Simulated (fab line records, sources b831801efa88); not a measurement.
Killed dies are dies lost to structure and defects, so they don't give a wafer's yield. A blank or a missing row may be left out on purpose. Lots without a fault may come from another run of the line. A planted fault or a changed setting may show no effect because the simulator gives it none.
Tool commonality check | flow sky130 | 13 lots, 39 wafers sampled

WHY IT WAS OPENED
At SKY_NWELL_RS_MEAS_29 the reading NWELL_RS is flagged on 2 of 13 lots. Wafers without a fault read 625.6 ohm/sq, standard deviation 1.9.
Rule: a lot is flagged when every wafer of it that has a number lies more than 4 standard deviations from that mean, or none has a number. The other lots count as sound.

lot  | measured    | on            | NWELL_RS (ohm/sq), wafer by wafer | flag
L886 | day 6 02:51 | film_metro-02 | 626.1 623.5 623.8                 |
L887 | day 6 02:58 | film_metro-04 | 625.7 623.8 623.0                 |
L888 | day 6 11:10 | film_metro-03 | 622.0 623.3 622.0                 |
L889 | day 6 14:39 | film_metro-04 | 625.2 625.0 624.1                 |
L890 | day 6 17:07 | film_metro-02 | 623.7 623.7 620.7                 |
L891 | day 6 17:56 | film_metro-03 | 624.1 624.6 625.7                 |
L892 | day 7 03:52 | film_metro-03 | 627.7 627.0 627.0                 |
L893 | day 7 04:41 | film_metro-02 | 624.8 623.8 622.9                 |
L894 | day 7 14:59 | film_metro-02 | 625.8 626.4 625.7                 |
L898 | day 8 07:54 | film_metro-03 | 626.4 623.8 627.1                 |
L900 | day 8 19:42 | film_metro-02 | 579.7 579.5 580.0                 | FLAGGED
L901 | day 9 04:07 | film_metro-04 | 583.3 583.7 583.6                 | FLAGGED
L903 | day 9 13:19 | film_metro-04 | 626.8 626.6 624.5                 |
The numbers of the flagged lots are 581.6 ohm/sq on average: -44.0 ohm/sq against the usual, or -23 standard deviations.

WHICH TOOL RAN EACH LOT
The record holds 1 process step before the reading, out of a route of 708 steps. In each cell: the tool, then ch and the chambers that the sampled wafers went through, then the start.
lot  | flag    | SKY_NWELL_IMPLANT_11
L886 |         | implanter-03 ch 0, day 5 07:41
L887 |         | implanter-02 ch 0, day 5 07:42
L888 |         | implanter-03 ch 0, day 5 15:17
L889 |         | implanter-01 ch 0, day 5 18:19
L890 |         | implanter-01 ch 0, day 5 21:10
L891 |         | implanter-03 ch 0, day 5 22:31
L892 |         | implanter-03 ch 0, day 6 07:57
L893 |         | implanter-02 ch 0, day 6 08:36
L894 |         | implanter-03 ch 0, day 6 18:46
L898 |         | implanter-03 ch 0, day 7 11:15
L900 | FLAGGED | implanter-01 ch 0, day 7 22:11
L901 | FLAGGED | implanter-01 ch 0, day 8 06:20
L903 |         | implanter-02 ch 0, day 8 15:27
What these steps do:
- SKY_NWELL_IMPLANT_11
- SKY_NWELL_RS_MEAS_29: measures by four-point-probe.

FLAGGED OVER TOTAL, TOOL BY TOOL (the gauges that took the reading come last)
step                 | tool          | lots run | flagged | share of the flagged lots | sound lots run after its first flagged lot
SKY_NWELL_IMPLANT_11 | implanter-01  | 4        | 2       | all                       | 0
SKY_NWELL_IMPLANT_11 | implanter-02  | 3        | 0       | none                      | -
SKY_NWELL_IMPLANT_11 | implanter-03  | 6        | 0       | none                      | -
SKY_NWELL_RS_MEAS_29 | film_metro-02 | 5        | 1       | some                      | 0
SKY_NWELL_RS_MEAS_29 | film_metro-03 | 4        | 0       | none                      | -
SKY_NWELL_RS_MEAS_29 | film_metro-04 | 4        | 1       | some                      | 1 (L903)

WHAT THE TABLE ALLOWS
1 row of the table ran every flagged lot: implanter-01 at SKY_NWELL_IMPLANT_11.
- implanter-01 at SKY_NWELL_IMPLANT_11: 2 of its 4 lots flagged. Its last sound lot is L890 (day 5 21:10), its first flagged lot L900 (day 7 22:11): a fault that began between those two fits. Its own readings lie more than 4 standard deviations out on every wafer of the flagged lots: dose_ions_cm2, faraday_current_uA.
One tool is left: implanter-01 at SKY_NWELL_IMPLANT_11.

WHAT THE SIMULATOR HAD PUT IN
Process parameter drift: implanter-01, from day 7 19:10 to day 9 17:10, at SKY_NWELL_IMPLANT_11. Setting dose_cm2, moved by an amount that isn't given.
Lots struck among those shown: L900, L901. The rule above found the same.
